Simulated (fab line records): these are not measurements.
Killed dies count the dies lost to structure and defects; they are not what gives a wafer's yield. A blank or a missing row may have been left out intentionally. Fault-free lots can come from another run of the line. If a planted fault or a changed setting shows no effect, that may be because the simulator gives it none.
Which tool was responsible? || flow sfqLine || Sampling: 14 lots, 42 wafers, 3 of 325 route steps

## WHAT THE GAUGES SHOWED, per wafer
SFQ_I2_BOW_MEAS_917. Usual: I2_BOW 1 um, standard deviation 9.7.
{"lot": "L252", "measured": "day 38 01:05", "on": "filmMetro-03", "I2_BOW (um)": "-5 3 -6", "flag": ""}
{"lot": "L253", "measured": "day 38 09:05", "on": "filmMetro-03", "I2_BOW (um)": "0 5 1", "flag": ""}
{"lot": "L254", "measured": "day 39 00:07", "on": "filmMetro-04", "I2_BOW (um)": "11 14 -2", "flag": ""}
{"lot": "L255", "measured": "day 39 04:05", "on": "filmMetro-04", "I2_BOW (um)": "2 4 8", "flag": ""}
{"lot": "L258", "measured": "day 40 06:11", "on": "filmMetro-04", "I2_BOW (um)": "4 6 2", "flag": ""}
{"lot": "L262", "measured": "day 41 12:25", "on": "filmMetro-04", "I2_BOW (um)": "12 23 17", "flag": ""}
{"lot": "L264", "measured": "day 42 05:11", "on": "filmMetro-04", "I2_BOW (um)": "-1 -3 -14", "flag": ""}
{"lot": "L265", "measured": "day 42 11:22", "on": "filmMetro-02", "I2_BOW (um)": "22 23 7", "flag": ""}
{"lot": "L268", "measured": "day 43 11:19", "on": "filmMetro-02", "I2_BOW (um)": "6 -8 3", "flag": ""}
{"lot": "L269", "measured": "day 43 22:49", "on": "filmMetro-04", "I2_BOW (um)": "3 -7 -2", "flag": ""}
{"lot": "L270", "measured": "day 44 11:50", "on": "filmMetro-02", "I2_BOW (um)": "7 22 10", "flag": ""}
{"lot": "L271", "measured": "day 45 08:50", "on": "filmMetro-02", "I2_BOW (um)": "-5 -6 -1", "flag": ""}
{"lot": "L274", "measured": "day 46 07:41", "on": "filmMetro-02", "I2_BOW (um)": "-14 -8 -11", "flag": ""}
{"lot": "L275", "measured": "day 46 17:39", "on": "filmMetro-03", "I2_BOW (um)": "-9 -15 1", "flag": ""}

SFQ_M4_RS_MEAS_924: uses a four-point probe to measure. Usual: M4_NB_RS 0.891 ohm/sq, standard deviation 0.0088.
{"lot": "L252", "measured": "day 44 02:28", "on": "filmMetro-04", "M4_NB_RS (ohm/sq)": "0.881 0.886 0.879", "flag": ""}
{"lot": "L253", "measured": "day 44 08:22", "on": "filmMetro-02", "M4_NB_RS (ohm/sq)": "0.899 0.905 0.904", "flag": ""}
{"lot": "L254", "measured": "day 50 17:49", "on": "filmMetro-01", "M4_NB_RS (ohm/sq)": "0.892 0.889 0.883", "flag": ""}
{"lot": "L255", "measured": "day 51 03:23", "on": "filmMetro-01", "M4_NB_RS (ohm/sq)": "0.885 0.880 0.891", "flag": ""}
{"lot": "L258", "measured": "day 52 09:41", "on": "filmMetro-04", "M4_NB_RS (ohm/sq)": "0.887 0.892 0.894", "flag": ""}
{"lot": "L262", "measured": "day 53 14:30", "on": "filmMetro-01", "M4_NB_RS (ohm/sq)": "0.878 0.876 0.893", "flag": ""}
{"lot": "L264", "measured": "day 54 06:49", "on": "filmMetro-01", "M4_NB_RS (ohm/sq)": "0.884 0.886 0.879", "flag": ""}
{"lot": "L265", "measured": "day 54 08:34", "on": "filmMetro-04", "M4_NB_RS (ohm/sq)": "0.884 0.887 0.878", "flag": ""}
{"lot": "L268", "measured": "day 55 16:23", "on": "filmMetro-02", "M4_NB_RS (ohm/sq)": "0.886 0.892 0.888", "flag": ""}
{"lot": "L269", "measured": "day 56 01:32", "on": "filmMetro-01", "M4_NB_RS (ohm/sq)": "0.908 0.902 0.904", "flag": ""}
{"lot": "L270", "measured": "day 56 14:16", "on": "filmMetro-04", "M4_NB_RS (ohm/sq)": "0.908 0.913 0.902", "flag": ""}
{"lot": "L271", "measured": "day 57 02:50", "on": "filmMetro-02", "M4_NB_RS (ohm/sq)": "0.890 0.892 0.894", "flag": ""}
{"lot": "L274", "measured": "day 58 03:12", "on": "filmMetro-04", "M4_NB_RS (ohm/sq)": "0.893 0.898 0.892", "flag": ""}
{"lot": "L275", "measured": "day 58 13:29", "on": "filmMetro-01", "M4_NB_RS (ohm/sq)": "0.908 0.906 0.904", "flag": ""}

## WHICH TOOL RAN EACH LOT (tool, then ch and the chambers of the sampled wafers, then the start)
{"lot": "L252", "SFQ_TRILAYER_I3_METRO_MEASURE_083": "filmMetro-02, day 43 21:56"}
{"lot": "L253", "SFQ_TRILAYER_I3_METRO_MEASURE_083": "filmMetro-01, day 44 01:56"}
{"lot": "L254", "SFQ_TRILAYER_I3_METRO_MEASURE_083": "filmMetro-01, day 44 22:26"}
{"lot": "L255", "SFQ_TRILAYER_I3_METRO_MEASURE_083": "filmMetro-03, day 45 05:57"}
{"lot": "L258", "SFQ_TRILAYER_I3_METRO_MEASURE_083": "filmMetro-02, day 46 12:21"}
{"lot": "L262", "SFQ_TRILAYER_I3_METRO_MEASURE_083": "filmMetro-02, day 47 14:32"}
{"lot": "L264", "SFQ_TRILAYER_I3_METRO_MEASURE_083": "filmMetro-02, day 48 08:11"}
{"lot": "L265", "SFQ_TRILAYER_I3_METRO_MEASURE_083": "filmMetro-02, day 48 17:11"}
{"lot": "L268", "SFQ_TRILAYER_I3_METRO_MEASURE_083": "filmMetro-01, day 55 11:51"}
{"lot": "L269", "SFQ_TRILAYER_I3_METRO_MEASURE_083": "filmMetro-03, day 55 21:01"}
{"lot": "L270", "SFQ_TRILAYER_I3_METRO_MEASURE_083": "filmMetro-03, day 56 09:11"}
{"lot": "L271", "SFQ_TRILAYER_I3_METRO_MEASURE_083": "filmMetro-03, day 56 22:10"}
{"lot": "L274", "SFQ_TRILAYER_I3_METRO_MEASURE_083": "filmMetro-03, day 57 23:12"}
{"lot": "L275", "SFQ_TRILAYER_I3_METRO_MEASURE_083": "filmMetro-03, day 58 07:48"}
- SFQ_TRILAYER_I3_METRO_MEASURE_083

## WHAT THE TOOLS THEMSELVES READ (means of the sampled wafers that have a number; where no wafer has one, the mark that the record gives instead)
SFQ_TRILAYER_I3_METRO_MEASURE_083. Usual: thkNm reads 198.4 nm (standard deviation 1.1).
{"lot": "L252", "tool": "filmMetro-02", "thkNm (nm)": 199.2, "flag": ""}
{"lot": "L253", "tool": "filmMetro-01", "thkNm (nm)": 198.8, "flag": ""}
{"lot": "L254", "tool": "filmMetro-01", "thkNm (nm)": 197.1, "flag": ""}
{"lot": "L255", "tool": "filmMetro-03", "thkNm (nm)": 197.4, "flag": ""}
{"lot": "L258", "tool": "filmMetro-02", "thkNm (nm)": 202.6, "flag": "OFF"}
{"lot": "L262", "tool": "filmMetro-02", "thkNm (nm)": 202.5, "flag": "OFF"}
{"lot": "L264", "tool": "filmMetro-02", "thkNm (nm)": 203.0, "flag": "OFF"}
{"lot": "L265", "tool": "filmMetro-02", "thkNm (nm)": 201.9, "flag": "OFF"}
{"lot": "L268", "tool": "filmMetro-01", "thkNm (nm)": 197.9, "flag": ""}
{"lot": "L269", "tool": "filmMetro-03", "thkNm (nm)": 196.7, "flag": ""}
{"lot": "L270", "tool": "filmMetro-03", "thkNm (nm)": 198.1, "flag": ""}
{"lot": "L271", "tool": "filmMetro-03", "thkNm (nm)": 199.2, "flag": ""}
{"lot": "L274", "tool": "filmMetro-03", "thkNm (nm)": 198.4, "flag": ""}
{"lot": "L275", "tool": "filmMetro-03", "thkNm (nm)": 197.3, "flag": ""}

## THE ANSWER, worked out from the rows above alone
Rule: take the mean of a lot's wafers that have a number; if it is more than 3 standard deviations from the usual mean, the lot is off. Also off: a lot with no number at a reading for which 4 or more lots have one. Where the step has rows for the other lots, those lots are counted as sound. Order of review: gauges by route order, followed by the tools' own readings, for which a lot's mean as printed above is used. At the first step where some lot is off, the reading lying furthest off is the one used; lots without a number count as furthest.
Off: L258, L262, L264, L265 (SFQ_TRILAYER_I3_METRO_MEASURE_083, thkNm).
If a tool, at that step or one of the process steps before it, ran each lot that is off and ran no sound lot following the first of them, it fits. One candidate fits, namely filmMetro-02 at SFQ_TRILAYER_I3_METRO_MEASURE_083. Its last sound lot is L252 (day 43 21:56), its first lot that is off L258 (day 46 12:21): a fault that began between those two fits.
The tool's own readings at SFQ_TRILAYER_I3_METRO_MEASURE_083 bear it out: on the lots that are off they differ by more than 5 times the standard deviation of the sound lots' means. thkNm reads 202.5 nm there against 198.0 nm on the sound lots.

## WHAT THE SIMULATOR PUT IN
Metrology matching offset: filmMetro-02, from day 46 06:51 on, at SFQ_TRILAYER_I3_METRO_MEASURE_083. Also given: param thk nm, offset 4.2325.
Shown lots that were struck: L258, L262, L264, L265. The rule above reached the same finding.
